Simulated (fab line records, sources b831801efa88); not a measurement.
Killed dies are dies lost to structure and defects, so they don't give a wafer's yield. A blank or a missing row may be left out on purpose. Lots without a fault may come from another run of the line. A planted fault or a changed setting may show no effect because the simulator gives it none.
Which tool did it? | flow gf180mcu | 7 lots, 21 wafers sampled, at 2 steps of a route of 602

WHAT THE GAUGES READ, wafer by wafer
GF_V4_THK_MEAS_03.
lot  | measured     | on            | V4_CVD_02_THK (nm)
L123 | day 24 22:37 | film_metro-01 | 844 868 865
L125 | day 25 20:25 | film_metro-02 | 847 828 846
L127 | day 26 05:37 | film_metro-01 | 841 831 840
L130 | day 27 03:56 | film_metro-02 | 858 862 843
L137 | day 29 03:05 | film_metro-02 | 828 856 849
L141 | day 30 04:27 | film_metro-02 | 829 836 836
L143 | day 30 18:08 | film_metro-02 | 833 833 844

WHICH TOOL RAN EACH LOT (tool, then ch and the chambers of the sampled wafers, then the start)
lot  | GF_V3_SPUTTER_22
L123 | pvd_sputter-04, day 23 22:22
L125 | pvd_sputter-02, day 24 21:09
L127 | pvd_sputter-04, day 25 06:45
L130 | pvd_sputter-04, day 26 05:12
L137 | pvd_sputter-04, day 28 05:44
L141 | pvd_sputter-04, day 29 08:31
L143 | pvd_sputter-02, day 29 21:25
- GF_V3_SPUTTER_22: material TiN, target thk 10 nm, time 40 s.

THE ANSWER, worked out from the rows above alone
Rule: what is usual is taken from the lots themselves. Put in order of their means at a reading, lots are off if they are a third of the lots or fewer, leave a main group of 4 or more, and stand apart from it by a gap of 3 or more times the standard deviation of the main group's means; of several such gaps the widest counts. A main group whose means are all the same, to the digits that the tables above print for the reading, isn't used. A lot without any number at a reading at which 4 lots or more have one is off too. The other lots that the step has rows for count as sound.
No lot is off at any reading shown: from this, nothing can be told.

WHAT THE SIMULATOR HAD PUT IN
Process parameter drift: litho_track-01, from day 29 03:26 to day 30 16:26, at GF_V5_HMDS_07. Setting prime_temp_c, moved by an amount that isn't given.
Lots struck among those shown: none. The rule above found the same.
